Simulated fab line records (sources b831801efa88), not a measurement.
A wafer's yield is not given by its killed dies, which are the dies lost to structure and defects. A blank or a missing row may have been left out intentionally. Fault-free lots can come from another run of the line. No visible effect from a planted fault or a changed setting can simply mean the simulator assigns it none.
Split-lot experiment / flow sky130 / 19 wafers read from 5 lots, route of 708 steps

ABOUT THE SPLIT
At SKY_LOCAL_INTERCONNECT_ETCH_13 (etches BARC in N2/H2, stops on SiO2, time 45.9 s, target depth 60 nm), the setting icp-w was moved away from the recipe's 500 W on 8 of the 19 wafers read, by -11.7% to +10.1%. For the rest of the wafers, this setting stayed at what the recipe calls for.

Between the split and the reading, the file records no step.

THE READING
KrF-thick_of_LOCAL_INTERCONNECT_COAT_06.thk-nm (the simulator's own value, which no gauge read), in nm, at SKY_LOCAL_INTERCONNECT_METAL_ETCH_14 (etches TiN in Cl2/BCl3, stops on PSG, target depth 110 nm, time 31.4 s). The file gives no usual value for it. Average 349.6 nm, standard deviation 1.1 nm, over the 11 wafers here run with the recipe.

wafer=L079.1; tool, chamber at the split=rie-metal-01, 0; icp-w as run, W=500; against the recipe=recipe; KrF-thick_of_LOCAL_INTERCONNECT_COAT_06.thk-nm, nm=349.4; against lot-mates on the recipe=-
wafer=L079.2; tool, chamber at the split=rie-metal-01, 1; icp-w as run, W=530.8; against the recipe=+6.2%; KrF-thick_of_LOCAL_INTERCONNECT_COAT_06.thk-nm, nm=348.5; against lot-mates on the recipe=-0.9
wafer=L079.6; tool, chamber at the split=rie-metal-01, 0; icp-w as run, W=530.8; against the recipe=+6.2%; KrF-thick_of_LOCAL_INTERCONNECT_COAT_06.thk-nm, nm=345.2; against lot-mates on the recipe=-4.2
wafer=L077.1; tool, chamber at the split=rie-metal-01, 0; icp-w as run, W=500; against the recipe=recipe; KrF-thick_of_LOCAL_INTERCONNECT_COAT_06.thk-nm, nm=350.9; against lot-mates on the recipe=-
wafer=L077.2; tool, chamber at the split=rie-metal-01, 1; icp-w as run, W=500; against the recipe=recipe; KrF-thick_of_LOCAL_INTERCONNECT_COAT_06.thk-nm, nm=350; against lot-mates on the recipe=-
wafer=L077.3; tool, chamber at the split=rie-metal-01, 1; icp-w as run, W=500; against the recipe=recipe; KrF-thick_of_LOCAL_INTERCONNECT_COAT_06.thk-nm, nm=349.8; against lot-mates on the recipe=-
wafer=L077.5; tool, chamber at the split=rie-metal-01, 1; icp-w as run, W=550.7; against the recipe=+10.1%; KrF-thick_of_LOCAL_INTERCONNECT_COAT_06.thk-nm, nm=347.7; against lot-mates on the recipe=-2.5
wafer=L077.6; tool, chamber at the split=rie-metal-01, 0; icp-w as run, W=550.7; against the recipe=+10.1%; KrF-thick_of_LOCAL_INTERCONNECT_COAT_06.thk-nm, nm=346.8; against lot-mates on the recipe=-3.4
wafer=L080.1; tool, chamber at the split=rie-metal-01, 1; icp-w as run, W=500; against the recipe=recipe; KrF-thick_of_LOCAL_INTERCONNECT_COAT_06.thk-nm, nm=351.5; against lot-mates on the recipe=-
wafer=L080.2; tool, chamber at the split=rie-metal-01, 0; icp-w as run, W=441.3; against the recipe=-11.7%; KrF-thick_of_LOCAL_INTERCONNECT_COAT_06.thk-nm, nm=355.9; against lot-mates on the recipe=+5.5
wafer=L080.4; tool, chamber at the split=rie-metal-01, 1; icp-w as run, W=441.3; against the recipe=-11.7%; KrF-thick_of_LOCAL_INTERCONNECT_COAT_06.thk-nm, nm=354.9; against lot-mates on the recipe=+4.5
wafer=L080.5; tool, chamber at the split=rie-metal-01, 0; icp-w as run, W=500; against the recipe=recipe; KrF-thick_of_LOCAL_INTERCONNECT_COAT_06.thk-nm, nm=350.4; against lot-mates on the recipe=-
wafer=L080.6; tool, chamber at the split=rie-metal-01, 1; icp-w as run, W=500; against the recipe=recipe; KrF-thick_of_LOCAL_INTERCONNECT_COAT_06.thk-nm, nm=349.3; against lot-mates on the recipe=-
wafer=L084.1; tool, chamber at the split=rie-metal-01, 1; icp-w as run, W=454.4; against the recipe=-9.1%; KrF-thick_of_LOCAL_INTERCONNECT_COAT_06.thk-nm, nm=352.9; against lot-mates on the recipe=+3.7
wafer=L084.4; tool, chamber at the split=rie-metal-01, 1; icp-w as run, W=500; against the recipe=recipe; KrF-thick_of_LOCAL_INTERCONNECT_COAT_06.thk-nm, nm=349.2; against lot-mates on the recipe=-
wafer=L084.5; tool, chamber at the split=rie-metal-01, 0; icp-w as run, W=454.4; against the recipe=-9.1%; KrF-thick_of_LOCAL_INTERCONNECT_COAT_06.thk-nm, nm=352.8; against lot-mates on the recipe=+3.6
wafer=L085.3; tool, chamber at the split=rie-metal-02, 1; icp-w as run, W=500; against the recipe=recipe; KrF-thick_of_LOCAL_INTERCONNECT_COAT_06.thk-nm, nm=347.3; against lot-mates on the recipe=-
wafer=L085.4; tool, chamber at the split=rie-metal-02, 0; icp-w as run, W=500; against the recipe=recipe; KrF-thick_of_LOCAL_INTERCONNECT_COAT_06.thk-nm, nm=348.2; against lot-mates on the recipe=-
wafer=L085.5; tool, chamber at the split=rie-metal-02, 0; icp-w as run, W=500; against the recipe=recipe; KrF-thick_of_LOCAL_INTERCONNECT_COAT_06.thk-nm, nm=349.5; against lot-mates on the recipe=-

FIT RESULTS
A straight line over all 19 wafers: KrF-thick_of_LOCAL_INTERCONNECT_COAT_06.thk-nm changes by -0.38 nm for each +1% of icp-w; r = -0.89; the points scatter about the line by 1.3 nm.
The same after taking each lot's own level away (the mean of its wafers on the recipe; 19 wafers): -0.379 nm for each +1%; r = -0.94; scatter 0.9 nm.
On that fit, the largest move of icp-w shifts the reading by 4.5 nm.
Measured against the standard deviation above, the lots' own levels, which go from 348.33 to 350.40 nm, span 1.9 times it.
So the lot-to-lot level changes the slope little: the two slopes agree.
Check: +4.33 nm against its lot-mates is what the line predicts for one of the wafers moved furthest among these (-11.7%) when that wafer is left out of the fit. It came out at +5.5 nm against them.

FURTHER SPLITS ON THESE WAFERS
Before the reading, these wafers also passed through other splits. Each is held against what the fit with the lots' levels taken away leaves over:
other split on the same wafers=SKY_POLY_CUT_COAT_03 spin-rpm; wafers away from the commonest value=5; r with KrF-thick_of_LOCAL_INTERCONNECT_COAT_06.thk-nm (lot level and that fit taken away)=-0.43
other split on the same wafers=SKY_SD_P_DEVELOP_06 develop-time-s; wafers away from the commonest value=6; r with KrF-thick_of_LOCAL_INTERCONNECT_COAT_06.thk-nm (lot level and that fit taken away)=-0.30
other split on the same wafers=SKY_SD_N_COAT_02 resist-thk-nm; wafers away from the commonest value=7; r with KrF-thick_of_LOCAL_INTERCONNECT_COAT_06.thk-nm (lot level and that fit taken away)=-0.09
other split on the same wafers=SKY_SD_N_STRIP_11 power-w; wafers away from the commonest value=3; r with KrF-thick_of_LOCAL_INTERCONNECT_COAT_06.thk-nm (lot level and that fit taken away)=-0.12
other split on the same wafers=SKY_LI_CONTACT_CMP_02 leave-above-ref-nm; wafers away from the commonest value=7; r with KrF-thick_of_LOCAL_INTERCONNECT_COAT_06.thk-nm (lot level and that fit taken away)=+0.01
other split on the same wafers=SKY_LI_CONTACT_ETCH_14 bias-w; wafers away from the commonest value=5; r with KrF-thick_of_LOCAL_INTERCONNECT_COAT_06.thk-nm (lot level and that fit taken away)=+0.16
other split on the same wafers=SKY_LI_CONTACT_SPUTTER_19 chamber-pressure-pa; wafers away from the commonest value=14; r with KrF-thick_of_LOCAL_INTERCONNECT_COAT_06.thk-nm (lot level and that fit taken away)=-0.13
other split on the same wafers=SKY_LOCAL_INTERCONNECT_SPUTTER_00 power-w; wafers away from the commonest value=0; r with KrF-thick_of_LOCAL_INTERCONNECT_COAT_06.thk-nm (lot level and that fit taken away)=-

THE WHOLE CHAIN: every reading that the file lists as answering this split, in the file's order
step=SKY_LOCAL_INTERCONNECT_ETCH_13; what it does=etches BARC in N2/H2, stops on SiO2, time 45.9 s, target depth 60 nm; reading=KrF-thick_of_LOCAL_INTERCONNECT_COAT_06.thk-nm (the simulator's own value, which no gauge read); change (the file's fit)=-0.367 nm for each +1% of the setting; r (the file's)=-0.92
step=SKY_LOCAL_INTERCONNECT_METAL_ETCH_14; what it does=etches TiN in Cl2/BCl3, stops on PSG, target depth 110 nm, time 31.4 s; reading=KrF-thick_of_LOCAL_INTERCONNECT_COAT_06.thk-nm (the simulator's own value, which no gauge read); change (the file's fit)=-0.379 nm for each +1% of the setting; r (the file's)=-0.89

THE FILE'S OWN FIT
KrF-thick_of_LOCAL_INTERCONNECT_COAT_06.thk-nm changes by -0.379 nm for each +1% of icp-w, r = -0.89.
